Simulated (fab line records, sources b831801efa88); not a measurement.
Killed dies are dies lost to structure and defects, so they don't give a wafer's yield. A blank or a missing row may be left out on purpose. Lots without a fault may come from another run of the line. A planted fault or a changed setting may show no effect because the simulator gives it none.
fab line records | flow sky130
record lots=7 wafers=21 last_day=50
route steps=708 shown LDD_HVP@286 LDD_LDN@289
lots that met no fault: from a run of the same line without faults
start_h: hours from the record's first day to the start of the lot's first wafer shown | wait_h: hours since the lot's step before | " the same as in the row above | L1.1+2: a row that stands for several wafers | - no value, or no start given | * or withheld: withheld | < > ~ a bound
route shown NAME@n: a module of which the file shows steps, and the number in the route of the first | usual: mean/standard deviation of fault-free wafers | same: alike in all rows | chamber/n: place in a boat | sites: the reading at each site | _std_site: their standard deviation | _edge_site: outer sites' mean less inner sites' | radius_mm: how far each site lies from the wafer's centre | mask NAME#n: copy n | behind: the tool/chamber that last shaped the wafer | hold: why the lot was held/for how many hours/how that ended | device: the transistor (n, p or np) that didn't switch | end of line: the same wafers' tests at the end of the route | a step without rows: its recipe alone | killed: dies lost to structure and defects at the first sort, not the wafer's yield | map: a wafer's dies, x killed, . not, _ none there
set.NAME: the setting as run; set.NAME@STEP: as run at that earlier step | model.NAME: the simulator's own value behind a step, which no gauge read
lots at some steps of the route; a table a step, a row a wafer
services: from which hour (start_h, from the record's first day; less than 0 if before it) a tool's chamber was out of use, for how many hours, and why
## steps
# step SKY_LDD_HVP_IMPLANT_08
# recipe species=B energy_kev=20 dose_cm2=1.7e+13 tilt_deg=17.9
# step SKY_LDD_HVP_STRIP_09
# recipe chemistry=O2/N2 power_w=1400 pressure_mtorr=1500 platen_temp_c=withheld o2_flow_sccm=3000 n2_flow_sccm=300 overash_fraction=0.5
# usual drypump_motor_current_A=5.8/0.34 o2_flow_sccm=3003/10 oes_product_au=0.408/0.0047 strip_time_to_endpoint_s=4.135/0.015
# columns lot.wafer tool chamber start_h wait_h drypump_motor_current_A o2_flow_sccm oes_product_au rf_hours_counter_h strip_time_to_endpoint_s
L374.1 plasma_asher-02 0 508.29 0.1 5.9 2997 0.409 83 4.139
L374.4 " 0 " " 5.9 3016 0.415 - 4.132
L374.5 " 0 " " 5.9 2988 0.415 - 4.150
L383.2 plasma_asher-01 1 604.64 0.1 6.2 2989 0.403 14 4.138
L383.3 " 1 " " 6.3 3012 0.405 - 4.141
L383.5 " 1 " " 6.2 2996 0.414 - 4.124
L386.1 plasma_asher-02 0 611.75 0.1 5.9 3007 0.406 94 4.124
L386.3 " 1 " " 5.6 3015 0.402 - 4.142
L386.6 " 1 " " 5.6 3017 0.405 - 4.164
L385.1 plasma_asher-02 0 614.82 0.1 5.8 3000 0.407 94 4.146
L385.5 " 1 " " 5.6 3006 0.415 - 4.128
L385.6 " 0 " " 5.9 3004 0.402 - 4.154
L389.1 plasma_asher-01 1 639.29 0.1 6.3 3009 0.414 18 4.170
L389.3 " 1 " " 6.3 2999 0.407 - 4.157
L389.6 " 1 " " 6.3 2998 0.407 - 4.151
L392.1 plasma_asher-01 0 660.40 0.1 5.3 2980 0.409 20 4.122
L392.2 " 1 " " 6.3 3002 0.410 20 4.128
L392.6 " 1 " " 6.2 2994 0.407 - 4.103
L395.2 plasma_asher-02 1 697.25 0.1 5.6 3000 0.415 101 4.125
L395.3 " 0 " " 5.9 3008 0.405 - 4.117
L395.4 " 1 " " 5.6 3008 0.406 - 4.112
# step SKY_LDD_HVP_TW_MEAS_10
# usual LDD_HVP_TW=459.5/2.7
# columns lot.wafer tool chamber start_h wait_h LDD_HVP_TW
L374.1 film_metro-03 - 508.39 0.1 460.4
L374.4 " - " " 460.6
L374.5 " - " " 461.6
L383.2 film_metro-01 - 604.75 0.1 458.1
L383.3 " - " " 458.4
L383.5 " - " " 459.5
L386.1 film_metro-03 - 611.85 0.1 457.5
L386.3 " - " " 459.1
L386.6 " - " " 460.4
L385.1 film_metro-03 - 614.92 0.1 460.9
L385.5 " - " " 464.0
L385.6 " - " " 457.8
L389.1 film_metro-03 - 639.39 0.1 456.1
L389.3 " - " " 456.0
L389.6 " - " " 456.5
L392.1 film_metro-03 - 660.50 0.1 461.8
L392.2 " - " " 462.9
L392.6 " - " " 462.8
L395.2 film_metro-03 - 697.36 0.1 459.5
L395.3 " - " " 457.6
L395.4 " - " " 459.5
# step SKY_LDD_LDN_DEHYDRATE_00
# recipe temp_c=200 time_s=60
# step SKY_LDD_LDN_HMDS_01
# recipe prime_time_s=60 prime_temp_c=120
# step SKY_LDD_LDN_COAT_02
# recipe resist=NOVOLAK spin_rpm=3000 resist_thk_nm=1140
# step SKY_LDD_LDN_SOFTBAKE_03
# recipe temp_c=90 time_s=60 resist=NOVOLAK
# step SKY_LDD_LDN_EXPOSE_04
# recipe mask_id=LDNTM na=0.6 source_shape=conventional sigma_outer=0.6 polarization=unpolarized target_cd_nm=700 dose_mj=140
# step SKY_LDD_LDN_PEB_05
# recipe temp_c=withheld time_s=* resist=NOVOLAK
# step SKY_LDD_LDN_DEVELOP_06
# recipe resist=NOVOLAK developer=TMAH develop_time_s=60 dev_temp_c=23
# step SKY_LDD_LDN_OVL_MEAS_07
# usual LDD_LDN_OVL=0.4/1.3
# columns lot.wafer tool chamber start_h wait_h LDD_LDN_OVL[nm]
L374.1 overlay-02 - 537.73 0.1 0.3
L374.4 " - " " -0.3
L374.5 " - " " 0.0
L383.2 overlay-02 - 633.69 0.1 1.5
L383.3 " - " " 2.7
L383.5 " - " " 1.5
L386.1 overlay-02 - 640.76 0.1 0.4
L386.3 " - " " 0.5
L386.6 " - " " 2.5
L385.1 overlay-02 - 644.20 0.1 2.1
L385.5 " - " " 0.9
L385.6 " - " " 2.0
L389.1 overlay-02 - 668.60 0.1 -0.6
L389.3 " - " " -0.3
L389.6 " - " " 1.6
L392.1 overlay-02 - 689.31 0.1 -1.7
L392.2 " - " " -1.2
L392.6 " - " " -0.7
L395.2 overlay-01 - 725.84 0.1 1.4
L395.3 " - " " 2.6
L395.4 " - " " 1.8
# step SKY_LDD_LDN_IMPLANT_08
# recipe species=As energy_kev=15 dose_cm2=1.25e+13 tilt_deg=withheld rotation_deg=23
# step SKY_LDD_LDN_IMPLANT_09
# recipe species=As energy_kev=15 dose_cm2=1.25e+13 tilt_deg=withheld rotation_deg=113
# usual beam_energy_keV=15.000/0.0047 beam_on_s=9.99/0.22 end_station_pressure_torr=5.07e-06/2.6e-07 faraday_current_uA=70.6/1.6 implant_ion_amu=75/0 rotation_deg=113.00/0.027
# columns lot.wafer tool chamber start_h wait_h beam_energy_keV beam_on_s end_station_pressure_torr faraday_current_uA implant_ion_amu rotation_deg
L374.1 implanter-01 0 537.92 0.1 14.998 9.84 4.81e-06 71.8 75 112.99
L374.4 " 0 " " 14.997 10.04 4.91e-06 70.3 75 113.00
L374.5 " 0 " " 14.995 10.55 5.17e-06 66.8 75 112.94
L383.2 implanter-03 - 633.89 0.1 - - - - - -
L383.3 " - " " - - - - - -
L383.5 " - " " - - - - - -
L386.1 implanter-01 - 640.95 0.1 - - - - - -
L386.3 " - " " - - - - - -
L386.6 " - " " - - - - - -
L385.1 implanter-01 - 644.39 0.1 - - - - - -
L385.5 " - " " - - - - - -
L385.6 " - " " - - - - - -
L389.1 implanter-03 0 668.79 0.1 15.009 10.28 5.64e-06 68.8 75 113.00
L389.3 " 0 " " 15.006 10.21 5.42e-06 69.6 75 113.01
L389.6 " 0 " " 15.006 9.85 5.17e-06 71.5 75 113.01
L392.1 implanter-04 0 689.50 0.1 14.998 9.92 5.05e-06 71.3 75 113.03
L392.2 " 0 " " 15.003 9.70 4.85e-06 72.5 75 113.04
L392.6 " 0 " " 14.998 10.43 5.53e-06 67.4 75 113.02
L395.2 implanter-04 0 726.04 0.1 15.000 10.23 5.36e-06 69.1 75 113.04
L395.3 " 0 " " 15.002 9.81 4.75e-06 71.8 75 113.00
L395.4 " 0 " " 15.005 9.64 4.97e-06 73.1 75 112.98
# step SKY_LDD_LDN_IMPLANT_10
# recipe species=As energy_kev=15 dose_cm2=1.25e+13 tilt_deg=withheld rotation_deg=203
# step SKY_LDD_LDN_IMPLANT_11
# recipe species=As energy_kev=15 dose_cm2=1.25e+13 tilt_deg=withheld rotation_deg=293
# step SKY_LDD_LDN_STRIP_12
# recipe chemistry=O2/N2 power_w=1400 pressure_mtorr=1500 platen_temp_c=withheld o2_flow_sccm=3000 n2_flow_sccm=300 overash_fraction=0.5
# usual drypump_motor_current_A=5.8/0.51 o2_flow_sccm=2999/9 oes_product_au=0.716/0.0047 strip_time_to_endpoint_s=14.20/0.044
# columns lot.wafer tool chamber start_h wait_h drypump_motor_current_A o2_flow_sccm oes_product_au rf_hours_counter_h strip_time_to_endpoint_s
L374.1 plasma_asher-01 1 538.37 0.1 6.2 2989 0.723 7 14.21
L374.4 " 1 " " 6.3 2990 0.718 - 14.18
L374.5 " 1 " " 6.3 3003 0.721 - 14.22
L383.2 plasma_asher-01 0 634.32 0.1 5.3 2997 0.722 17 14.15
L383.3 " 1 " " 6.3 3005 0.714 - 14.20
L383.5 " 1 " " 6.3 2995 0.712 - 14.15
L386.1 plasma_asher-02 1 641.40 0.1 5.6 2998 0.718 97 14.24
L386.3 " 0 " " 5.9 3013 0.714 - 14.24
L386.6 " 0 " " 5.9 3008 0.716 - 14.26
L385.1 plasma_asher-04 1 644.84 0.1 6.6 2990 0.713 50 14.22
L385.5 " 1 " " 6.6 2995 0.722 - 14.21
L385.6 " 0 " " 5.3 2994 0.714 - 14.16
L389.1 plasma_asher-04 0 669.24 0.1 5.3 2996 0.721 52 14.19
L389.3 " 0 " " 5.3 2995 0.720 - 14.23
L389.6 " 1 " " 6.6 2994 0.724 - 14.21
L392.1 plasma_asher-01 0 689.95 0.1 5.3 2991 0.718 23 14.28
L392.2 " 1 " " 6.3 3000 0.704 23 14.29
L392.6 " 1 " " 6.2 2984 0.712 - 14.25
L395.2 plasma_asher-01 0 726.47 0.1 5.3 2999 0.709 26 14.17
L395.3 " 1 " " 6.2 2999 0.722 - 14.15
L395.4 " 0 " " 5.3 3007 0.714 - 14.17
# step SKY_LDD_LDN_TW_MEAS_13
# usual LDD_LDN_TW=1478/9.5
# columns lot.wafer tool chamber start_h wait_h hold LDD_LDN_TW
L374.1 film_metro-01 - 538.47 0.1 - 1480
L374.4 " - " " - 1480
L374.5 " - " " - 1478
L383.2 film_metro-01 - 634.43 0.1 await_dispo/0.2h/release 1355
L383.3 " - " " await_dispo/0.2h/release 1354
L383.5 " - " " await_dispo/0.2h/release 1352
L383.2 film_metro-01 - 634.66 0.2 - 1357
L383.3 " - " " - 1352
L383.5 " - " " - 1352
L386.1 film_metro-01 - 641.50 0.1 await_dispo/0.2h/release 1357
L386.3 " - " " await_dispo/0.2h/release 1358
L386.6 " - " " await_dispo/0.2h/release 1359
L386.1 film_metro-01 - 641.72 0.2 - 1359
L386.3 " - " " - 1355
L386.6 " - " " - 1357
L385.1 film_metro-04 - 644.94 0.1 await_dispo/0.2h/release 1345
L385.5 " - " " await_dispo/0.2h/release 1344
L385.6 " - " " await_dispo/0.2h/release 1346
L385.1 film_metro-04 - 645.17 0.2 - 1348
L385.5 " - " " - 1352
L385.6 " - " " - 1353
L389.1 film_metro-04 - 669.34 0.1 - 1473
L389.3 " - " " - 1471
L389.6 " - " " - 1474
L392.1 film_metro-01 - 690.05 0.1 - 1471
L392.2 " - " " - 1476
L392.6 " - " " - 1480
L395.2 film_metro-04 - 726.58 0.1 - 1463
L395.3 " - " " - 1456
L395.4 " - " " - 1456
## services
# columns tool chamber start_h hours kind
implanter-01 - 526.52 0.7 repair
implanter-03 - 534.47 3.8 pm
plasma_asher-01 - 551.27 2.0 repair
implanter-01 - 561.96 22.0 pm
implanter-04 - 567.32 5.9 pm
implanter-04 - 584.45 1.7 repair
implanter-04 - 618.39 2.8 pm
plasma_asher-04 - 624.56 5.9 repair
plasma_asher-04 - 653.97 2.2 repair
implanter-03 - 657.33 2.8 repair
plasma_asher-02 - 670.67 3.7 repair
plasma_asher-02 - 674.76 6.2 repair
implanter-01 - 700.44 1.3 repair
plasma_asher-04 - 702.46 1.8 repair
implanter-01 - 706.41 3.0 repair
plasma_asher-02 - 717.25 1.3 repair
## key
first_sign step=SKY_LDD_LDN_IMPLANT_09 reading=tool_record direction=missing
effect step=SKY_LDD_LDN_TW_MEAS_13 reading=visit direction=added
effect step=SKY_LDD_LDN_TW_MEAS_13 reading=LDD_LDN_TW direction=down sigmas=13 usual=1478 struck=1352
met_at SKY_LDD_LDN_IMPLANT_09
struck_wafers L383.2,L383.3,L383.5,L385.1,L385.5,L385.6,L386.1,L386.3,L386.6
later_rows_left_out L383.2,L383.3,L383.5,L385.1,L385.5,L385.6,L386.1,L386.3,L386.6
sort_left_out L383.2,L383.3,L383.5,L385.1,L385.5,L385.6,L386.1,L386.3,L386.6
tester_left_out L383,L385,L386
onset_between 537.92 633.89
fault kind=skipped_step_whole tool=implanter-01,implanter-03 chamber=- onset_h=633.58 steps=SKY_LDD_LDN_IMPLANT_09 scope=struck_lots_only
# tester_left_out: of these lots the tester's yield and bins aren't shown, on N5 and GAA mostly nor the transistor test; their killed dies are dies lost to structure and defects alone, not to doping, threshold or leakage, so they don't give the yield
# sort_left_out: the simulated sort isn't trusted on such a fault, so these wafers' sort isn't shown, and their yield isn't known
# later_rows_left_out: the simulator's readings of these wafers behind a module that went badly wrong aren't trusted and aren't shown, but for the sort
